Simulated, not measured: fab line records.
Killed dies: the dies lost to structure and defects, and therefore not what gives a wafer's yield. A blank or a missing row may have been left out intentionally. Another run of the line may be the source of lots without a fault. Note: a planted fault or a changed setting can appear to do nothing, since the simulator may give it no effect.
Which tool was responsible? / flow gf180mcu / 14 lots, 40 wafers sampled, at 5 steps of a route of 602

## WHAT THE GAUGES SHOWED, per wafer
GF_MIM_THK_MEAS_06.
lot=L653; measured=day 24 10:26; on=film-metro-01; MIM_CVD_05_THK (nm)=41.8 42.1 42.8
lot=L655; measured=day 25 08:19; on=film-metro-01; MIM_CVD_05_THK (nm)=42.2 41.4 42.6
lot=L657; measured=day 26 06:53; on=film-metro-01; MIM_CVD_05_THK (nm)=41.5 41.8 42.1
lot=L658; measured=day 26 10:36; on=film-metro-02; MIM_CVD_05_THK (nm)=41.1 42.3 42.5
lot=L659; measured=day 26 18:11; on=film-metro-02; MIM_CVD_05_THK (nm)=42.1 40.8 41.7
lot=L660; measured=day 27 03:58; on=film-metro-04; MIM_CVD_05_THK (nm)=42.3 43.0 43.6
lot=L661; measured=day 27 13:16; on=film-metro-01; MIM_CVD_05_THK (nm)=42.5 42.7 43.0
lot=L662; measured=day 27 16:17; on=film-metro-02; MIM_CVD_05_THK (nm)=42.5 42.9 41.3
lot=L663; measured=day 28 05:07; on=film-metro-04; MIM_CVD_05_THK (nm)=42.2 43.3 42.2
lot=L664; measured=day 28 07:13; on=film-metro-04; MIM_CVD_05_THK (nm)=41.8 41.8 42.9
lot=L668; measured=day 29 12:03; on=film-metro-02; MIM_CVD_05_THK (nm)=41.5 41.5
lot=L670; measured=day 30 07:09; on=film-metro-01; MIM_CVD_05_THK (nm)=42.4 41.9
lot=L675; measured=day 31 10:11; on=film-metro-04; MIM_CVD_05_THK (nm)=40.9 41.5 42.1
lot=L676; measured=day 31 20:02; on=film-metro-01; MIM_CVD_05_THK (nm)=41.2 41.3 42.1

GF_M5_CD_MEAS_07: the cd target is 280 nm.
lot=L653; measured=day 26 05:29; on=cd-sem-02; cd-nm (nm)=280.5 279.5 280.5
lot=L655; measured=day 27 02:35; on=cd-sem-01; cd-nm (nm)=282.0 280.6 281.2
lot=L657; measured=day 28 00:13; on=cd-sem-02; cd-nm (nm)=279.2 278.9 279.5
lot=L658; measured=day 28 03:50; on=cd-sem-01; cd-nm (nm)=280.4 279.9 278.8
lot=L659; measured=day 28 10:36; on=cd-sem-01; cd-nm (nm)=280.9 282.1 282.5
lot=L660; measured=day 28 20:16; on=cd-sem-01; cd-nm (nm)=280.5 279.3 279.8
lot=L661; measured=day 29 05:14; on=cd-sem-01; cd-nm (nm)=280.0 280.3 280.7
lot=L662; measured=day 29 07:52; on=cd-sem-02; cd-nm (nm)=280.2 280.3 280.1
lot=L663; measured=day 29 19:58; on=cd-sem-01; cd-nm (nm)=280.2 280.0 281.2
lot=L664; measured=day 29 22:17; on=cd-sem-01; cd-nm (nm)=282.1 282.1 281.5
lot=L668; measured=day 31 00:38; on=cd-sem-01; cd-nm (nm)=276.6 250.1
lot=L670; measured=day 31 18:32; on=cd-sem-02; cd-nm (nm)=279.6 251.8
lot=L675; measured=day 32 19:22; on=cd-sem-02; cd-nm (nm)=282.6 281.2 281.7
lot=L676; measured=day 33 05:04; on=cd-sem-02; cd-nm (nm)=279.4 279.4 280.4

GF_V5_BOW_MEAS_05.
lot=L653; measured=day 26 06:58; on=film-metro-03; V5_BOW (um)=119 119 123
lot=L655; measured=day 27 04:23; on=film-metro-04; V5_BOW (um)=129 132 138
lot=L657; measured=day 28 02:01; on=film-metro-04; V5_BOW (um)=147 140 151
lot=L658; measured=day 28 05:45; on=film-metro-03; V5_BOW (um)=135 146 144
lot=L659; measured=day 28 12:09; on=film-metro-02; V5_BOW (um)=125 124 131
lot=L660; measured=day 28 21:41; on=film-metro-02; V5_BOW (um)=140 137 132
lot=L661; measured=day 29 06:39; on=film-metro-03; V5_BOW (um)=151 147 149
lot=L662; measured=day 29 09:16; on=film-metro-03; V5_BOW (um)=135 134 132
lot=L663; measured=day 29 21:29; on=film-metro-02; V5_BOW (um)=147 139 135
lot=L664; measured=day 30 00:07; on=film-metro-03; V5_BOW (um)=130 150 135
lot=L668; measured=day 31 02:02; on=film-metro-02; V5_BOW (um)=111 121
lot=L670; measured=day 31 19:59; on=film-metro-02; V5_BOW (um)=118 124
lot=L675; measured=day 32 21:35; on=film-metro-02; V5_BOW (um)=134 144 135
lot=L676; measured=day 33 06:30; on=film-metro-02; V5_BOW (um)=137 133 160

## EACH LOT AND THE TOOL THAT RAN IT (in order: tool; ch and the chambers of the sampled wafers; start)
lot=L653; GF_V3_SPUTTER_21=pvd-sputter-02, day 22 08:48; GF_M5_EXPOSE_04=krf-scanner-01 ch 0, day 25 19:11
lot=L655; GF_V3_SPUTTER_21=pvd-sputter-02, day 23 07:39; GF_M5_EXPOSE_04=krf-scanner-02 ch 0, day 26 16:35
lot=L657; GF_V3_SPUTTER_21=pvd-sputter-03, day 24 07:00; GF_M5_EXPOSE_04=krf-scanner-01 ch 0, day 27 14:08
lot=L658; GF_V3_SPUTTER_21=pvd-sputter-04, day 24 11:39; GF_M5_EXPOSE_04=krf-scanner-02 ch 0, day 27 18:31
lot=L659; GF_V3_SPUTTER_21=pvd-sputter-02, day 24 19:50; GF_M5_EXPOSE_04=krf-scanner-02 ch 0, day 28 01:05
lot=L660; GF_V3_SPUTTER_21=pvd-sputter-02, day 25 05:06; GF_M5_EXPOSE_04=krf-scanner-02 ch 0, day 28 10:28
lot=L661; GF_V3_SPUTTER_21=pvd-sputter-04, day 25 14:08; GF_M5_EXPOSE_04=krf-scanner-01 ch 0, day 28 19:57
lot=L662; GF_V3_SPUTTER_21=pvd-sputter-02, day 25 19:08; GF_M5_EXPOSE_04=krf-scanner-01 ch 0, day 28 22:43
lot=L663; GF_V3_SPUTTER_21=pvd-sputter-04, day 26 07:27; GF_M5_EXPOSE_04=krf-scanner-01 ch 0, day 29 10:37
lot=L664; GF_V3_SPUTTER_21=pvd-sputter-03, day 26 10:41; GF_M5_EXPOSE_04=krf-scanner-01 ch 0, day 29 12:44
lot=L668; GF_V3_SPUTTER_21=pvd-sputter-03, day 27 16:29; GF_M5_EXPOSE_04=krf-scanner-01 ch 0, day 30 16:11
lot=L670; GF_V3_SPUTTER_21=pvd-sputter-04, day 28 11:35; GF_M5_EXPOSE_04=krf-scanner-01 ch 0, day 31 10:26
lot=L675; GF_V3_SPUTTER_21=pvd-sputter-02, day 29 18:02; GF_M5_EXPOSE_04=krf-scanner-02 ch 0, day 32 12:09
lot=L676; GF_V3_SPUTTER_21=pvd-sputter-03, day 30 03:53; GF_M5_EXPOSE_04=krf-scanner-02 ch 0, day 32 21:13
- GF_V3_SPUTTER_21: material Ti, target thk 15 nm, time 80.02 s.
- GF_M5_EXPOSE_04: exposes mask Metal5, target cd 280 nm.

## WHAT THE TOOLS THEMSELVES READ (means of the sampled wafers that have a number; where no wafer has one, the mark that the record gives instead)
GF_V3_SPUTTER_21.
lot=L653; tool=pvd-sputter-02; throttle-valve-pct (%)=30.5
lot=L655; tool=pvd-sputter-02; throttle-valve-pct (%)=30.6
lot=L657; tool=pvd-sputter-03; throttle-valve-pct (%)=30.2
lot=L658; tool=pvd-sputter-04; throttle-valve-pct (%)=30.5
lot=L659; tool=pvd-sputter-02; throttle-valve-pct (%)=29.3
lot=L660; tool=pvd-sputter-02; throttle-valve-pct (%)=30.3
lot=L661; tool=pvd-sputter-04; throttle-valve-pct (%)=30.4
lot=L662; tool=pvd-sputter-02; throttle-valve-pct (%)=30.1
lot=L663; tool=pvd-sputter-04; throttle-valve-pct (%)=29.4
lot=L664; tool=pvd-sputter-03; throttle-valve-pct (%)=30.0
lot=L668; tool=pvd-sputter-03; throttle-valve-pct (%)=29.9
lot=L670; tool=pvd-sputter-04; throttle-valve-pct (%)=29.4
lot=L675; tool=pvd-sputter-02; throttle-valve-pct (%)=30.5
lot=L676; tool=pvd-sputter-03; throttle-valve-pct (%)=30.2

## THE ANSWER, worked out from the rows above alone
Rule: the lots themselves supply what counts as usual. The widest of any qualifying gaps counts: lots, ordered by their means at a reading, are off when they make up no more than a third of the lots, leave a main group of 4 or more, and stand apart from it by 3 or more times the standard deviation of that group's means. Not used: any main group whose means are identical at the precision the tables above print for the reading. Also off: a lot with no number at a reading for which 4 or more lots have one. Where the step has rows for the other lots, those lots are counted as sound. After the gauges, taken in route order, come the tools' own readings; for these a lot's mean is taken, as printed above. At the first step where some lot is off, the reading lying furthest off is the one used; lots without a number count as furthest.
Off: L668, L670 (GF_M5_CD_MEAS_07, cd-nm). The main group has a mean of 280.5 nm with a standard deviation of 0.9.
If a tool, at a process step before that reading, ran all the lots that are off and no sound lot after the first of them, it fits. The gauges at GF_M5_CD_MEAS_07 are tried like those tools. One fits: GF_M5_EXPOSE_04 on krf-scanner-01. Its last sound lot is L664 (day 29 12:44), its first lot that is off L668 (day 30 16:11): a fault that began between those two fits.

## WHAT HAD BEEN PUT IN BY THE SIMULATOR
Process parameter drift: krf-scanner-01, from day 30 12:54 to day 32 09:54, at GF_M5_EXPOSE_04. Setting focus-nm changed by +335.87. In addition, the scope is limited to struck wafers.
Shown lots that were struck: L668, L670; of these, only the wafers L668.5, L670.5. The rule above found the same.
